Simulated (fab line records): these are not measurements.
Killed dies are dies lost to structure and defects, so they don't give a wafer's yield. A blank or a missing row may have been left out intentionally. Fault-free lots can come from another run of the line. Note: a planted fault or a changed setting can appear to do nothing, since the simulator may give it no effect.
2 desks, one fault ; flow gf180mcu ; each desk has only its own numbers; what lay behind them comes last

== METROLOGY DESK ==
What the gauges read, lot by lot, whatever tool the lot ran on: means of the sampled wafers that have a number. Any lot whose mean is over 4 standard deviations away from the usual mean is out of limits and marked OUT; that distance is given in the brackets.
Columns: A = VT_IMPLANT_03_OVL at GF_VT_IMPLANT_OVL_MEAS_40, usual 0.2 nm; B = POLY_GATE_OXIDATION_THK at GF_POLY_GATE_THK_MEAS_17, usual 4.00 nm
lot;first seen here;A;B
L867;day 7 20:13;-0.9;4.02
L868;day 8 00:46;-0.3;3.95
L869;day 8 04:28;0.9;4.02
L870;day 8 19:40;1.6;4.01
L871;day 8 19:58;-0.4;3.94
L872;day 9 00:59;-1.4;3.94
L880;day 11 06:52;-0.5;3.93
L881;day 11 10:28;0.2;4.01
L883;day 12 01:34;-0.0;4.05
L890;day 14 02:19;1.5;3.98
Finding of this desk: none of the 10 lots has anything out of limits.

== FOR THE TOOL OWNER'S DESK: rie_si-01 ==
The tool's own readings at GF_POLY_GATE_ETCH_13 (etches poly-Si in HBr/Cl2, stops on SiO2, target depth 198.5 nm, time 69.6 s): means of the sampled wafers that have a number, for each lot that ran on this tool. Any lot whose mean is over 4 standard deviations away from the usual mean is out of limits and marked OUT; that distance is given in the brackets.
Columns: A = drypump_motor_current_A at GF_POLY_GATE_ETCH_13, usual 6.05 A; B = oes_product_au at GF_POLY_GATE_ETCH_13, usual 0.987 a.u.; C = rf_fwd_power_W at GF_POLY_GATE_ETCH_13, usual 396.9 W; D = throttle_valve_pct at GF_POLY_GATE_ETCH_13, usual 33.684 %
lot;first seen here;A;B;C;D
L870;day 10 12:16;6.37;0.978;397.1;33.688
L880;day 13 02:39;6.27;1.004;460.4 (+45) OUT;33.689
L881;day 13 08:48;6.20;0.997;461.5 (+46) OUT;33.692
L890;day 16 03:12;6.27;0.984;396.6;33.680
This desk's verdict: out of limits on L880, L881, starting with L880 at day 13 02:39 (rf_fwd_power_W at GF_POLY_GATE_ETCH_13). L870, L890 stayed within limits.

== PUT TOGETHER ==
The tool owner's desk could have raised an alarm at day 13 02:39, on L880, L881.
From the metrology desk's view, nothing was out of limits.
The metrology desk holds a record of L880, L881, inside its limits.
All the named lots went through GF_POLY_GATE_ETCH_13 on rie_si-01.

== WHAT HAD BEEN PUT IN BY THE SIMULATOR ==
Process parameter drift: rie_si-01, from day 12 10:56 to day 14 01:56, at GF_POLY_GATE_ETCH_13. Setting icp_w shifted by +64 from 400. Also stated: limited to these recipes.
Shown lots that were struck: L880, L881.
How many hours passed from the start of the fault until each desk's first out-of-limits reading: the tool owner's desk, 16.
